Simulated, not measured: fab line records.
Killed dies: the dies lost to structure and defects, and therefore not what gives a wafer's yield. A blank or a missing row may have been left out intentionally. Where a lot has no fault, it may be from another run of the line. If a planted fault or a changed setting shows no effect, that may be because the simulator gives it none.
Matching of chambers / flow gf180mcu / cmp-01 running GF_V1_CMP_04: 4 sister chambers
The step polishes SiO2. 4 wafers are shown with their chamber, then 8 later ones without.

WAFERS, EACH WITH ITS CHAMBER
wafer=L817.4; chamber=3; motorCurrentA (A)=11.9
wafer=L825.1; chamber=1; motorCurrentA (A)=12.1
wafer=L825.5; chamber=2; motorCurrentA (A)=13.0
wafer=L830.2; chamber=0; motorCurrentA (A)=11.3

WAFERS WITHOUT THEIR CHAMBER
wafer=L830.4; motorCurrentA (A)=11.8
wafer=L830.5; motorCurrentA (A)=13.4
wafer=L831.1; motorCurrentA (A)=11.6
wafer=L831.5; motorCurrentA (A)=12.5
wafer=L831.6; motorCurrentA (A)=11.8
wafer=L832.1; motorCurrentA (A)=12.8
wafer=L832.2; motorCurrentA (A)=11.7
wafer=L832.4; motorCurrentA (A)=12.4

CHAMBER TAKEN BY EACH
wafer=L830.4; from the rows above=can't be placed: 3 or 1 or 0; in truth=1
wafer=L830.5; from the rows above=2; in truth=2
wafer=L831.1; from the rows above=can't be placed: 0 or 3 or 1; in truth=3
wafer=L831.5; from the rows above=can't be placed: 1 or 2 or 3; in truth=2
wafer=L831.6; from the rows above=can't be placed: 3 or 1 or 0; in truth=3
wafer=L832.1; from the rows above=can't be placed: 2 or 1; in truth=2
wafer=L832.2; from the rows above=can't be placed: 3 or 0 or 1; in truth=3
wafer=L832.4; from the rows above=can't be placed: 1 or 3 or 2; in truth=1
Placed correctly: 1 of 8. From these rows, 7 cannot be placed; in 7 the true chamber is one of the candidates. Number placed wrongly: 0.
How it was worked out, from the rows above alone: a wafer's distance from a chamber is the root of the sum, over the readings, of the square of ((its reading less the chamber's mean) divided by the reading's scatter). If the next closest chamber is less than 2 further off than the closest, the wafer can't be placed; otherwise it belongs to the closest. The mean given for a chamber averages the wafers shown for that chamber. The scatter (one wafer shown for each chamber): square how far every hidden wafer sits from the nearest shown wafer, average those squares and take the square root.
